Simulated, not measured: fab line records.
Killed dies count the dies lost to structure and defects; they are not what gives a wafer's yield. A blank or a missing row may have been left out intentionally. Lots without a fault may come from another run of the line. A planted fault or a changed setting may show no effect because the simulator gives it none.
What tool caused it? | flow gf180mcu | 14 lots, 42 wafers sampled, at 2 steps of a route of 602

WHAT THE GAUGES READ, wafer by wafer
GF_SALICIDE_THK_MEAS_05: measures by xrf. Usual: SALICIDE_TIN_THK 20.14 nm, standard deviation 0.28.
lot  | measured     | on            | SALICIDE_TIN_THK (nm) | flag
L204 | day 15 04:05 | film_metro-01 | 20.20 20.32 20.63     |
L206 | day 15 12:36 | film_metro-03 | 19.75 19.92 19.63     |
L209 | day 16 22:39 | film_metro-01 | 20.32 19.95 20.40     |
L210 | day 17 03:52 | film_metro-01 | 20.37 20.47 20.38     |
L212 | day 18 01:15 | film_metro-01 | 20.34 20.06 20.21     |
L213 | day 18 10:11 | film_metro-03 | 19.93 19.80 20.02     |
L214 | day 18 20:29 | film_metro-03 | 20.01 19.83 20.16     |
L216 | day 19 12:41 | film_metro-03 | 20.22 19.95 20.20     |
L217 | day 19 21:53 | film_metro-03 | 19.82 19.85 19.98     |
L218 | day 20 03:35 | film_metro-03 | 20.07 20.31 20.28     |
L219 | day 20 11:02 | film_metro-02 | 20.39 20.45 20.45     |
L221 | day 21 07:57 | film_metro-03 | 19.89 20.09 19.99     |
L222 | day 22 06:38 | film_metro-03 | 20.33 20.12 20.16     |
L225 | day 22 22:56 | film_metro-03 | 20.16 20.06 20.55     |

WHICH TOOL RAN EACH LOT (tool, then ch and the chambers of the sampled wafers, then the start)
lot  | GF_HV_LDD_SOFTBAKE_42
L204 | litho_track-01 ch 0, day 12 00:56
L206 | litho_track-04 ch 0, day 12 08:16
L209 | litho_track-02 ch 0, day 13 14:38
L210 | litho_track-01 ch 0, day 13 19:37
L212 | litho_track-02 ch 0, day 14 14:22
L213 | litho_track-02 ch 0, day 14 21:01
L214 | litho_track-04 ch 0, day 15 07:01
L216 | litho_track-04 ch 0, day 15 20:26
L217 | litho_track-02 ch 0, day 16 04:56
L218 | litho_track-04 ch 0, day 16 11:22
L219 | litho_track-04 ch 0, day 16 18:44
L221 | litho_track-04 ch 0, day 17 13:01
L222 | litho_track-04 ch 0, day 18 12:25
L225 | litho_track-01 ch 0, day 19 05:07
- GF_HV_LDD_SOFTBAKE_42: time 60 s.

WHAT THE TOOLS THEMSELVES READ (means of the sampled wafers that have a number; where no wafer has one, the mark that the record gives instead)
GF_HV_LDD_SOFTBAKE_42. Usual: heater_power_total_W 56.60 W, standard deviation 0.042; plate_temp_C 90.00 C, standard deviation 0.11; resist_line_temp_C 23.02 C, standard deviation 0.11.
lot  | tool           | heater_power_total_W (W) | plate_temp_C (C) | resist_line_temp_C (C) | flag
L204 | litho_track-01 | 56.59                    | 90.04            | 23.08                  |
L206 | litho_track-04 | 56.61                    | 90.00            | 23.01                  |
L209 | litho_track-02 | 56.60                    | 90.04            | 23.11                  |
L210 | litho_track-01 | 56.59                    | 89.96            | 23.05                  |
L212 | litho_track-02 | 56.62                    | 90.03            | 22.87                  |
L213 | litho_track-02 | 56.58                    | 90.00            | 22.96                  |
L214 | litho_track-04 | 56.64                    | 89.97            | 23.01                  |
L216 | litho_track-04 | 56.60                    | 90.02            | 23.17                  |
L217 | litho_track-02 | 56.59                    | 90.14            | 23.02                  |
L218 | litho_track-04 | 56.57                    | 89.95            | 22.98                  |
L219 | litho_track-04 | 56.60                    | 89.92            | 23.02                  |
L221 | litho_track-04 | 55.85                    | 89.10            | 23.17                  | OFF
L222 | litho_track-04 | 55.91                    | 89.16            | 22.94                  | OFF
L225 | litho_track-01 | 56.61                    | 89.87            | 23.04                  |

THE ANSWER, worked out from the rows above alone
Rule: a lot counts as off when the mean over its wafers that have a number is more than 3 standard deviations away from the usual mean. A lot without any number at a reading at which 4 lots or more have one is off too. All remaining lots with rows at the step are treated as sound. Order of review: gauges by route order, followed by the tools' own readings, for which a lot's mean as printed above is used. The first step at which some lot is off is used, and at that step the reading that is off furthest; a lot without a number counts as furthest.
Off: L221, L222, at GF_HV_LDD_SOFTBAKE_42 (heater_power_total_W).
If a tool, at that step or one of the process steps before it, ran each lot that is off and ran no sound lot following the first of them, it fits. One candidate fits, namely litho_track-04 at GF_HV_LDD_SOFTBAKE_42. Its last sound lot is L219 (day 16 18:44), its first lot that is off L221 (day 17 13:01): a fault that began between those two fits.
The tool's own readings at GF_HV_LDD_SOFTBAKE_42 bear it out: on the lots that are off they differ by more than 5 times the standard deviation of the sound lots' means. heater_power_total_W reads 55.88 W there against 56.60 W on the sound lots; plate_temp_C reads 89.13 C there against 90.00 C on the sound lots.

WHAT THE SIMULATOR PUT IN
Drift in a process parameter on litho_track-04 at GF_HV_LDD_SOFTBAKE_42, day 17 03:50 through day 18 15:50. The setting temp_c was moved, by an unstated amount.
Lots struck among those shown: L221, L222. The same result came from the rule above.
